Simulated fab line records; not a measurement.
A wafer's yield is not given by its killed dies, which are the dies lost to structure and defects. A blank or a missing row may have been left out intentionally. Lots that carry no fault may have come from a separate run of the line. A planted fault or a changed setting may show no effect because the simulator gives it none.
fab line records	flow sky130	part 1 of 2: steps 1 to 35 of 45
record lots=5	wafers=15	last-day=50
route steps=708 shown LDD_HVN@267 LDD_HVP@278 LDD_LDN@289 SPACER@304 POLY_CUT@307
lots that met no fault: taken from a fault-free run of the same line
start-h: hours from the record's opening day to when the first of the lot's shown wafers began	wait-h: how many hours have passed since the lot's step before this one	" as in the row above	L1.1+2: a single row standing in for several wafers	- no value, or no start was given	* or withheld: withheld	< > ~ a bound
route shown NAME@n: NAME is a module with steps in the file, n the number in the route of the first one	usual: mean/standard deviation of fault-free wafers	same: alike in all rows	chamber/n: place in a boat	sites: per-site readings	_std_site: how widely they spread, as a standard deviation	_edge_site: the outer-site mean with the inner-site mean subtracted	radius-mm: for every site, how far away it sits from the centre of the wafer	mask NAME#n: copy n	behind: tool/chamber where the wafer was last shaped	hold: why the lot went on hold/how many hours it stayed there/how the hold came to an end	device: which transistor (n, p or np) failed to switch	end of line: the route-end tests of the same wafers	where a step has no rows: the recipe by itself	killed: dies that structure and defects cost at the first sort, which is not the same as the wafer's yield	map: per-die view of a wafer (x killed, . not killed, _ where there is no die)
set.NAME: the setting as run; set.NAME@STEP: as run at that earlier step	model.NAME: the simulator's own value behind a step, which no gauge read
certain route steps with their lots: each step a table, each wafer a row
services: the hour from which a tool's chamber was out of use, counted from the record's first day as start-h (under 0 if before that day), plus the number of hours and why
## steps
# step SKY_LDD_HVN_DEHYDRATE_00
# recipe temp-c=200	time-s=60
lot.wafer	tool	chamber	start-h	wait-h
L074.1+2+5	litho-track-03	0	448.45	15.7
L083.2+3+5	litho-track-03	0	526.62	14.2
L088.1+4+5	litho-track-02	0	566.60	13.9
L093.2+5+6	litho-track-03	0	610.97	14.6
L096.1+3+6	litho-track-03	0	634.45	13.9
# step SKY_LDD_HVN_HMDS_01
# recipe prime-time-s=60	prime-temp-c=120
lot.wafer	tool	chamber	start-h	wait-h
L074.1+2+5	litho-track-03	0	448.60	0.1
L083.2+3+5	litho-track-03	0	526.77	0.1
L088.1+4+5	litho-track-02	0	566.75	0.1
L093.2+5+6	litho-track-03	0	611.12	0.1
L096.1+3+6	litho-track-03	0	634.60	0.1
# step SKY_LDD_HVN_COAT_02
# recipe resist=NOVOLAK	spin-rpm=3000	resist-thk-nm=300
# usual dispense-pressure-kPa=51/3.3	spin-speed-rpm=2999.8/2.1
lot.wafer	tool	chamber	start-h	wait-h	dispense-pressure-kPa	spin-speed-rpm
L074.1	litho-track-03	0	448.75	0.1	50	3001.2
L074.2	"	0	"	"	50	3000.2
L074.5	"	0	"	"	50	2998.9
L083.2	litho-track-03	0	526.92	0.1	50	2998.7
L083.3	"	0	"	"	50	2998.1
L083.5	"	0	"	"	50	3002.8
L088.1	litho-track-02	0	566.90	0.1	46	2999.4
L088.4	"	0	"	"	46	2997.7
L088.5	"	0	"	"	46	2999.0
L093.2	litho-track-03	0	611.27	0.1	50	2997.1
L093.5	"	0	"	"	50	2997.6
L093.6	"	0	"	"	50	2995.9
L096.1	litho-track-03	0	634.75	0.1	50	3000.1
L096.3	"	0	"	"	50	2997.2
L096.6	"	0	"	"	50	2995.5
# step SKY_LDD_HVN_SOFTBAKE_03
# recipe temp-c=90	time-s=60	resist=NOVOLAK
lot.wafer	tool	chamber	start-h	wait-h
L074.1+2+5	litho-track-03	0	448.90	0.1
L083.2+3+5	litho-track-03	0	527.07	0.1
L088.1+4+5	litho-track-02	0	567.05	0.1
L093.2+5+6	litho-track-03	0	611.42	0.1
L096.1+3+6	litho-track-03	0	634.90	0.1
# step SKY_LDD_HVN_EXPOSE_04
# recipe mask-id=HVNTM	na=0.6	source-shape=conventional	sigma-outer=0.6	polarization=unpolarized	target-cd-nm=700	dose-mj=127
lot.wafer	tool	chamber	start-h	wait-h	mask
L074.1+2+5	iline-stepper-02	0	-	-	HVNTM#0
L083.2+3+5	iline-stepper-02	0	-	-	HVNTM#0
L088.1+4+5	iline-stepper-02	0	-	-	HVNTM#0
L093.2+5+6	iline-stepper-01	0	-	-	HVNTM#0
L096.1+3+6	iline-stepper-02	0	-	-	HVNTM#0
# step SKY_LDD_HVN_PEB_05
# recipe temp-c=withheld	time-s=*	resist=NOVOLAK
lot.wafer	tool	chamber	start-h	wait-h
L074.1+2+5	litho-track-02	0	-	-
L083.2+3+5	litho-track-04	0	-	-
L088.1+4+5	litho-track-04	0	-	-
L093.2+5+6	litho-track-03	0	-	-
L096.1+3+6	litho-track-04	0	-	-
# step SKY_LDD_HVN_DEVELOP_06
# recipe resist=NOVOLAK	developer=TMAH	develop-time-s=60	dev-temp-c=23
# same develop-time-s=60
lot.wafer	tool	chamber	start-h	wait-h
L074.1+2+5	litho-track-02	0	463.45	0.1
L083.2+3+5	litho-track-04	0	541.96	0.1
L088.1+4+5	litho-track-04	0	581.59	0.1
L093.2+5+6	litho-track-03	0	624.77	0.1
L096.1+3+6	litho-track-04	0	649.44	0.1
# step SKY_LDD_HVN_OVL_MEAS_07
# usual LDD_HVN_OVL=0.5/1.4
lot.wafer	tool	chamber	start-h	wait-h	LDD_HVN_OVL[nm]
L074.1	overlay-01	-	463.60	0.1	2.4
L074.2	"	-	"	"	1.6
L074.5	"	-	"	"	2.1
L083.2	overlay-02	-	542.09	0.1	0.5
L083.3	"	-	"	"	1.1
L083.5	"	-	"	"	2.1
L088.1	overlay-02	-	581.74	0.1	-1.3
L088.4	"	-	"	"	-1.0
L088.5	"	-	"	"	0.2
L093.2	overlay-01	-	624.90	0.1	0.7
L093.5	"	-	"	"	1.6
L093.6	"	-	"	"	1.1
L096.1	overlay-02	-	649.59	0.1	1.7
L096.3	"	-	"	"	2.2
L096.6	"	-	"	"	1.2
# step SKY_LDD_HVN_IMPLANT_08
# recipe species=P	energy-kev=60	dose-cm2=3e+13	tilt-deg=40
lot.wafer	tool	chamber	start-h	wait-h
L074.1+2+5	implanter-01	0	463.64	0.0
L083.2+3+5	implanter-02	0	542.15	0.0
L088.1+4+5	implanter-02	0	581.77	0.0
L093.2+5+6	implanter-04	0	624.96	0.0
L096.1+3+6	implanter-04	0	649.62	0.0
# step SKY_LDD_HVN_STRIP_09
# recipe chemistry=O2/N2	power-w=1400	pressure-mtorr=1500	platen-temp-c=withheld	o2-flow-sccm=3000	n2-flow-sccm=300	overash-fraction=0.5
# usual drypump-motor-current-A=5.5/0.35	oes-product-au=0.408/0.005	strip-time-to-endpoint-s=4.134/0.015
# same overash-fraction=0.5
lot.wafer	tool	chamber	start-h	wait-h	drypump-motor-current-A	oes-product-au	rf-hours-counter-h	strip-time-to-endpoint-s
L074.1	plasma-asher-03	1	463.79	0.1	5.6	0.409	66	4.108
L074.2	"	0	"	"	5.7	0.407	66	4.106
L074.5	"	0	"	"	5.7	0.398	-	4.121
L083.2	plasma-asher-04	0	542.27	0.1	5.2	0.406	11	4.121
L083.3	"	1	"	"	5.1	0.402	-	4.132
L083.5	"	1	"	"	5.1	0.391	-	4.125
L088.1	plasma-asher-04	1	581.92	0.1	5.1	0.419	15	4.159
L088.4	"	1	"	"	5.1	0.399	-	4.132
L088.5	"	1	"	"	5.1	0.407	-	4.130
L093.2	plasma-asher-01	0	625.08	0.1	5.3	0.405	50	4.119
L093.5	"	1	"	"	6.2	0.407	-	4.107
L093.6	"	0	"	"	5.3	0.403	-	4.114
L096.1	plasma-asher-03	1	649.77	0.1	5.6	0.414	84	4.135
L096.3	"	1	"	"	5.6	0.414	-	4.132
L096.6	"	1	"	"	5.6	0.403	-	4.113
# step SKY_LDD_HVN_TW_MEAS_10
# usual LDD_HVN_TW=1438/14
lot.wafer	tool	chamber	start-h	wait-h	LDD_HVN_TW
L074.1	film-metro-01	-	463.89	0.1	1449
L074.2	"	-	"	"	1458
L074.5	"	-	"	"	1456
L083.2	film-metro-01	-	542.38	0.1	1435
L083.3	"	-	"	"	1445
L083.5	"	-	"	"	1444
L088.1	film-metro-03	-	582.02	0.1	1438
L088.4	"	-	"	"	1440
L088.5	"	-	"	"	1429
L093.2	film-metro-01	-	625.19	0.1	1453
L093.5	"	-	"	"	1448
L093.6	"	-	"	"	1448
L096.1	film-metro-02	-	649.87	0.1	1427
L096.3	"	-	"	"	1424
L096.6	"	-	"	"	1430
# step SKY_LDD_HVP_DEHYDRATE_00
# recipe temp-c=200	time-s=60
lot.wafer	tool	chamber	start-h	wait-h
L074.1+2+5	litho-track-03	0	479.35	15.4
L083.2+3+5	litho-track-04	0	556.56	14.2
L088.1+4+5	litho-track-03	0	595.20	13.2
L093.2+5+6	litho-track-04	0	639.61	14.4
L096.1+3+6	litho-track-01	0	663.23	13.4
# step SKY_LDD_HVP_HMDS_01
# recipe prime-time-s=60	prime-temp-c=120
lot.wafer	tool	chamber	start-h	wait-h
L074.1+2+5	litho-track-03	0	479.50	0.1
L083.2+3+5	litho-track-04	0	556.71	0.1
L088.1+4+5	litho-track-03	0	595.35	0.1
L093.2+5+6	litho-track-04	0	639.76	0.1
L096.1+3+6	litho-track-01	0	663.38	0.1
# step SKY_LDD_HVP_COAT_02
# recipe resist=NOVOLAK	spin-rpm=3000	resist-thk-nm=300
# usual dispense-pressure-kPa=52.8/2.1	spin-speed-rpm=3000.2/1.9
lot.wafer	tool	chamber	start-h	wait-h	dispense-pressure-kPa	spin-speed-rpm
L074.1	litho-track-03	0	479.65	0.1	50.3	3002.5
L074.2	"	0	"	"	50.3	3000.4
L074.5	"	0	"	"	50.3	3000.0
L083.2	litho-track-04	0	556.86	0.1	54.8	2998.9
L083.3	"	0	"	"	54.8	3000.4
L083.5	"	0	"	"	54.9	2999.1
L088.1	litho-track-03	0	595.50	0.1	50.3	3000.7
L088.4	"	0	"	"	50.3	3000.7
L088.5	"	0	"	"	50.3	2997.9
L093.2	litho-track-04	0	639.91	0.1	54.9	3001.1
L093.5	"	0	"	"	54.8	2998.4
L093.6	"	0	"	"	54.9	2997.1
L096.1	litho-track-01	0	663.53	0.1	54.2	3001.1
L096.3	"	0	"	"	54.2	3001.1
L096.6	"	0	"	"	54.2	2998.0
# step SKY_LDD_HVP_SOFTBAKE_03
# recipe temp-c=90	time-s=60	resist=NOVOLAK
lot.wafer	tool	chamber	start-h	wait-h
L074.1+2+5	litho-track-03	0	479.80	0.1
L083.2+3+5	litho-track-04	0	557.01	0.1
L088.1+4+5	litho-track-03	0	595.65	0.1
L093.2+5+6	litho-track-04	0	640.06	0.1
L096.1+3+6	litho-track-01	0	663.68	0.1
# step SKY_LDD_HVP_EXPOSE_04
# recipe mask-id=HVPTM	na=0.6	source-shape=conventional	sigma-outer=0.6	polarization=unpolarized	target-cd-nm=700	dose-mj=86
lot.wafer	tool	chamber	start-h	wait-h	mask
L074.1+2+5	iline-stepper-02	0	-	-	HVPTM#0
L083.2+3+5	iline-stepper-01	0	-	-	HVPTM#0
L088.1+4+5	iline-stepper-01	0	-	-	HVPTM#0
L093.2+5+6	iline-stepper-01	0	-	-	HVPTM#0
L096.1+3+6	iline-stepper-01	0	-	-	HVPTM#0
# step SKY_LDD_HVP_PEB_05
# recipe temp-c=withheld	time-s=*	resist=NOVOLAK
lot.wafer	tool	chamber	start-h	wait-h
L074.1+2+5	litho-track-03	0	-	-
L083.2+3+5	litho-track-03	0	-	-
L088.1+4+5	litho-track-01	0	-	-
L093.2+5+6	litho-track-03	0	-	-
L096.1+3+6	litho-track-01	0	-	-
# step SKY_LDD_HVP_DEVELOP_06
# recipe resist=NOVOLAK	developer=TMAH	develop-time-s=60	dev-temp-c=23
# same develop-time-s=60
lot.wafer	tool	chamber	start-h	wait-h
L074.1+2+5	litho-track-03	0	495.20	0.1
L083.2+3+5	litho-track-03	0	571.27	0.1
L088.1+4+5	litho-track-01	0	610.58	0.1
L093.2+5+6	litho-track-03	0	653.97	0.1
L096.1+3+6	litho-track-01	0	677.73	0.1
# step SKY_LDD_HVP_OVL_MEAS_07
# usual LDD_HVP_OVL=1.6/1.9
lot.wafer	tool	chamber	start-h	wait-h	LDD_HVP_OVL[nm]
L074.1	overlay-02	-	495.35	0.1	-1.0
L074.2	"	-	"	"	2.1
L074.5	"	-	"	"	0.1
L083.2	overlay-02	-	571.40	0.1	1.9
L083.3	"	-	"	"	1.6
L083.5	"	-	"	"	3.2
L088.1	overlay-02	-	610.73	0.1	-0.9
L088.4	"	-	"	"	-2.8
L088.5	"	-	"	"	-1.0
L093.2	overlay-02	-	654.10	0.1	-1.9
L093.5	"	-	"	"	-1.8
L093.6	"	-	"	"	-0.3
L096.1	overlay-02	-	677.88	0.1	2.1
L096.3	"	-	"	"	1.4
L096.6	"	-	"	"	2.3
# step SKY_LDD_HVP_IMPLANT_08
# recipe species=B	energy-kev=20	dose-cm2=1.7e+13	tilt-deg=17.9
lot.wafer	tool	chamber	start-h	wait-h
L074.1+2+5	implanter-03	0	495.38	0.0
L083.2+3+5	implanter-01	0	571.46	0.0
L088.1+4+5	implanter-04	0	610.77	0.0
L093.2+5+6	implanter-04	0	654.16	0.0
L096.1+3+6	implanter-01	0	677.92	0.0
# step SKY_LDD_HVP_STRIP_09
# recipe chemistry=O2/N2	power-w=1400	pressure-mtorr=1500	platen-temp-c=withheld	o2-flow-sccm=3000	n2-flow-sccm=300	overash-fraction=0.5
# usual drypump-motor-current-A=5.5/0.49	oes-product-au=0.408/0.0048	strip-time-to-endpoint-s=4.133/0.013
# same overash-fraction=0.5
lot.wafer	tool	chamber	start-h	wait-h	drypump-motor-current-A	oes-product-au	rf-hours-counter-h	strip-time-to-endpoint-s
L074.1	plasma-asher-01	1	495.53	0.1	6.1	0.408	37	4.136
L074.2	"	0	"	"	5.3	0.409	37	4.153
L074.5	"	1	"	"	6.2	0.403	-	4.126
L083.2	plasma-asher-04	1	571.58	0.1	5.1	0.408	14	4.122
L083.3	"	0	"	"	5.3	0.405	-	4.113
L083.5	"	0	"	"	5.3	0.411	-	4.122
L088.1	plasma-asher-01	0	610.92	0.1	5.3	0.408	49	4.121
L088.4	"	0	"	"	5.3	0.411	-	4.114
L088.5	"	1	"	"	6.1	0.413	-	4.117
L093.2	plasma-asher-02	1	654.28	0.1	5.1	0.418	95	4.141
L093.5	"	0	"	"	6.3	0.401	-	4.116
L093.6	"	1	"	"	5.1	0.416	-	4.143
L096.1	plasma-asher-01	1	678.07	0.1	6.1	0.408	55	4.160
L096.3	"	0	"	"	5.3	0.405	-	4.145
L096.6	"	0	"	"	5.3	0.414	-	4.141
# step SKY_LDD_HVP_TW_MEAS_10
# usual LDD_HVP_TW=460.0/2.9
lot.wafer	tool	chamber	start-h	wait-h	LDD_HVP_TW
L074.1	film-metro-03	-	495.63	0.1	456.7
L074.2	"	-	"	"	458.7
L074.5	"	-	"	"	457.4
L083.2	film-metro-03	-	571.69	0.1	463.9
L083.3	"	-	"	"	460.8
L083.5	"	-	"	"	459.8
L088.1	film-metro-01	-	611.02	0.1	463.7
L088.4	"	-	"	"	464.1
L088.5	"	-	"	"	463.3
L093.2	film-metro-03	-	654.39	0.1	456.2
L093.5	"	-	"	"	457.2
L093.6	"	-	"	"	458.3
L096.1	film-metro-01	-	678.17	0.1	465.5
L096.3	"	-	"	"	462.6
L096.6	"	-	"	"	465.1
# step SKY_LDD_LDN_DEHYDRATE_00
# recipe temp-c=200	time-s=60
lot.wafer	tool	chamber	start-h	wait-h
L074.1+2+5	litho-track-02	0	510.70	15.1
L083.2+3+5	litho-track-02	0	585.68	14.0
L088.1+4+5	litho-track-03	0	624.00	13.0
L093.2+5+6	litho-track-03	0	668.62	14.2
L096.1+3+6	litho-track-03	0	691.35	13.2
# step SKY_LDD_LDN_HMDS_01
# recipe prime-time-s=60	prime-temp-c=120
lot.wafer	tool	chamber	start-h	wait-h
L074.1+2+5	litho-track-02	0	510.85	0.1
L083.2+3+5	litho-track-02	0	585.83	0.1
L088.1+4+5	litho-track-03	0	624.15	0.1
L093.2+5+6	litho-track-03	0	668.77	0.1
L096.1+3+6	litho-track-03	0	691.50	0.1
# step SKY_LDD_LDN_COAT_02
# recipe resist=NOVOLAK	spin-rpm=3000	resist-thk-nm=1140
# usual dispense-pressure-kPa=48.5/2.8	spin-speed-rpm=3000.0/1.8
lot.wafer	tool	chamber	start-h	wait-h	dispense-pressure-kPa	spin-speed-rpm
L074.1	litho-track-02	0	511.00	0.1	45.8	2998.0
L074.2	"	0	"	"	45.8	3000.8
L074.5	"	0	"	"	45.7	3000.8
L083.2	litho-track-02	0	585.98	0.1	45.7	3002.2
L083.3	"	0	"	"	45.8	2997.8
L083.5	"	0	"	"	45.7	3001.8
L088.1	litho-track-03	0	624.30	0.1	50.3	2999.3
L088.4	"	0	"	"	50.3	2999.6
L088.5	"	0	"	"	50.3	3000.6
L093.2	litho-track-03	0	668.92	0.1	50.3	3000.9
L093.5	"	0	"	"	50.3	2999.9
L093.6	"	0	"	"	50.3	2998.8
L096.1	litho-track-03	0	691.65	0.1	50.3	2999.1
L096.3	"	0	"	"	50.3	3001.4
L096.6	"	0	"	"	50.3	3000.4
# step SKY_LDD_LDN_SOFTBAKE_03
# recipe temp-c=90	time-s=60	resist=NOVOLAK
lot.wafer	tool	chamber	start-h	wait-h
L074.1+2+5	litho-track-02	0	511.15	0.1
L083.2+3+5	litho-track-02	0	586.13	0.1
L088.1+4+5	litho-track-03	0	624.45	0.1
L093.2+5+6	litho-track-03	0	669.07	0.1
L096.1+3+6	litho-track-03	0	691.80	0.1
# step SKY_LDD_LDN_EXPOSE_04
# recipe mask-id=LDNTM	na=0.6	source-shape=conventional	sigma-outer=0.6	polarization=unpolarized	target-cd-nm=700	dose-mj=140
lot.wafer	tool	chamber	start-h	wait-h	mask
L074.1+2+5	iline-stepper-02	0	-	-	LDNTM#0
L083.2+3+5	iline-stepper-02	0	-	-	LDNTM#0
L088.1+4+5	iline-stepper-01	0	-	-	LDNTM#0
L093.2+5+6	iline-stepper-01	0	-	-	LDNTM#0
L096.1+3+6	iline-stepper-02	0	-	-	LDNTM#0
# step SKY_LDD_LDN_PEB_05
# recipe temp-c=withheld	time-s=*	resist=NOVOLAK
lot.wafer	tool	chamber	start-h	wait-h
L074.1+2+5	litho-track-03	0	-	-
L083.2+3+5	litho-track-01	0	-	-
L088.1+4+5	litho-track-03	0	-	-
L093.2+5+6	litho-track-01	0	-	-
L096.1+3+6	litho-track-03	0	-	-
# step SKY_LDD_LDN_DEVELOP_06
# recipe resist=NOVOLAK	developer=TMAH	develop-time-s=60	dev-temp-c=23
# same develop-time-s=60
lot.wafer	tool	chamber	start-h	wait-h
L074.1+2+5	litho-track-03	0	525.85	0.1
L083.2+3+5	litho-track-01	0	599.91	0.1
L088.1+4+5	litho-track-03	0	639.30	0.1
L093.2+5+6	litho-track-01	0	682.61	0.1
L096.1+3+6	litho-track-03	0	705.95	0.1
# step SKY_LDD_LDN_OVL_MEAS_07
# usual LDD_LDN_OVL=1.6/1.3
lot.wafer	tool	chamber	start-h	wait-h	LDD_LDN_OVL[nm]
L074.1	overlay-01	-	526.00	0.1	3.1
L074.2	"	-	"	"	0.7
L074.5	"	-	"	"	2.5
L083.2	overlay-02	-	600.04	0.1	1.1
L083.3	"	-	"	"	1.3
L083.5	"	-	"	"	-0.3
L088.1	overlay-02	-	639.45	0.1	1.0
L088.4	"	-	"	"	0.9
L088.5	"	-	"	"	0.7
L093.2	overlay-01	-	682.74	0.1	2.0
L093.5	"	-	"	"	1.9
L093.6	"	-	"	"	3.5
L096.1	overlay-01	-	706.10	0.1	1.6
L096.3	"	-	"	"	0.1
L096.6	"	-	"	"	1.2
# step SKY_LDD_LDN_IMPLANT_08
# recipe species=As	energy-kev=15	dose-cm2=1.25e+13	tilt-deg=withheld	rotation-deg=23
lot.wafer	tool	chamber	start-h	wait-h
L074.1+2+5	implanter-02	0	526.03	0.0
L083.2+3+5	implanter-04	0	600.10	0.0
L088.1+4+5	implanter-02	0	639.48	0.0
L093.2+5+6	implanter-04	0	682.80	0.0
L096.1+3+6	implanter-04	0	706.13	0.0
# step SKY_LDD_LDN_IMPLANT_09
# recipe species=As	energy-kev=15	dose-cm2=1.25e+13	tilt-deg=withheld	rotation-deg=113
lot.wafer	tool	chamber	start-h	wait-h
L074.1+2+5	implanter-02	0	526.18	0.1
L083.2+3+5	implanter-04	0	600.25	0.1
L088.1+4+5	implanter-02	0	639.63	0.1
L093.2+5+6	implanter-04	0	682.95	0.1
L096.1+3+6	implanter-04	0	706.28	0.1
# step SKY_LDD_LDN_IMPLANT_10
# recipe species=As	energy-kev=15	dose-cm2=1.25e+13	tilt-deg=withheld	rotation-deg=203
lot.wafer	tool	chamber	start-h	wait-h
L074.1+2+5	implanter-02	0	526.33	0.1
L083.2+3+5	implanter-04	0	600.40	0.1
L088.1+4+5	implanter-02	0	639.78	0.1
L093.2+5+6	implanter-04	0	683.10	0.1
L096.1+3+6	implanter-04	0	706.43	0.1
# step SKY_LDD_LDN_IMPLANT_11
# recipe species=As	energy-kev=15	dose-cm2=1.25e+13	tilt-deg=withheld	rotation-deg=293
lot.wafer	tool	chamber	start-h	wait-h
L074.1+2+5	implanter-02	0	526.48	0.1
L083.2+3+5	implanter-04	0	600.55	0.1
L088.1+4+5	implanter-02	0	639.93	0.1
L093.2+5+6	implanter-04	0	683.25	0.1
L096.1+3+6	implanter-04	0	706.58	0.1
# step SKY_LDD_LDN_STRIP_12
# recipe chemistry=O2/N2	power-w=1400	pressure-mtorr=1500	platen-temp-c=withheld	o2-flow-sccm=3000	n2-flow-sccm=300	overash-fraction=0.5
# usual drypump-motor-current-A=5.5/0.41	oes-product-au=0.716/0.005	strip-time-to-endpoint-s=14.18/0.03
# same overash-fraction=0.5
lot.wafer	tool	chamber	start-h	wait-h	drypump-motor-current-A	oes-product-au	rf-hours-counter-h	strip-time-to-endpoint-s
L074.1	plasma-asher-04	0	526.63	0.1	5.2	0.709	10	14.15
L074.2	"	1	"	"	5.0	0.714	10	14.18
L074.5	"	1	"	"	5.1	0.715	-	14.19
L083.2	plasma-asher-04	1	600.67	0.1	5.1	0.720	17	14.17
L083.3	"	0	"	"	5.2	0.721	-	14.16
L083.5	"	0	"	"	5.2	0.712	-	14.19
L088.1	plasma-asher-02	1	640.08	0.1	5.1	0.709	93	14.20
L088.4	"	1	"	"	5.1	0.725	-	14.20
L088.5	"	1	"	"	5.1	0.712	-	14.26
L093.2	plasma-asher-03	0	683.37	0.1	5.7	0.714	88	14.13
L093.5	"	1	"	"	5.6	0.709	-	14.13
L093.6	"	0	"	"	5.7	0.719	-	14.15
L096.1	plasma-asher-02	0	706.73	0.1	6.3	0.718	101	14.15
L096.3	"	1	"	"	5.1	0.717	-	14.11
L096.6	"	1	"	"	5.1	0.718	-	14.12
